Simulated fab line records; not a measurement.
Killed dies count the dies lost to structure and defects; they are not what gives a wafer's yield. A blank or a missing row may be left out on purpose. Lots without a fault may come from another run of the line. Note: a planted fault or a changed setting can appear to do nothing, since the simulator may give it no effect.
Which tool did it? -- flow sfqLine -- 21 wafers from 7 lots sampled at 2 of the route's 325 steps

WHAT THE GAUGES SHOWED, per wafer
SFQ_M6_OVL_MEAS_940.
lot,measured,on,M6_OVL (nm)
L808,day 77 18:22,overlay-02,3 6 2
L813,day 78 18:20,overlay-01,8 9 10
L817,day 80 05:22,overlay-02,2 7 -8
L821,day 81 17:08,overlay-01,6 0 6
L824,day 82 20:41,overlay-01,-6 2 -2
L827,day 86 06:17,overlay-02,-3 -5 1
L829,day 86 09:50,overlay-02,5 10 4

TOOL THAT RAN EACH LOT (tool first, then ch and the chambers of the sampled wafers, then the start)
lot,SFQ_TRILAYER_A5C_DEP_PECVD_142
L808,"pecvd-01 ch 0,2, day 76 05:17"
L813,"pecvd-03 ch 1,2, day 78 09:01"
L817,"pecvd-03 ch 0,2, day 79 18:27"
L821,"pecvd-01 ch 0,2, day 81 02:51"
L824,"pecvd-01 ch 1,2, day 81 08:51"
L827,"pecvd-03 ch 0,1,2, day 81 16:03"
L829,"pecvd-03 ch 0,1,2, day 81 19:40"
- SFQ_TRILAYER_A5C_DEP_PECVD_142: deposits SiO2 from SiH4/N2O, time 15.556 s, target thk 70 nm.

THE ANSWER, worked out from the rows above alone
Rule: the lots themselves supply what counts as usual. Put in order of their means at a reading, lots are off if they are a third of the lots or fewer, leave a main group of 4 or more, and stand apart from it by a gap of 3 or more times the standard deviation of the main group's means; of several such gaps the widest counts. A main group is skipped when, at the precision printed for the reading in the tables above, its means are all equal. Also off: a lot with no number at a reading for which 4 or more lots have one. All remaining lots with rows at the step are treated as sound.
No lot is off at any reading shown: from this, nothing can be told.

WHAT THE SIMULATOR HAD INSERTED
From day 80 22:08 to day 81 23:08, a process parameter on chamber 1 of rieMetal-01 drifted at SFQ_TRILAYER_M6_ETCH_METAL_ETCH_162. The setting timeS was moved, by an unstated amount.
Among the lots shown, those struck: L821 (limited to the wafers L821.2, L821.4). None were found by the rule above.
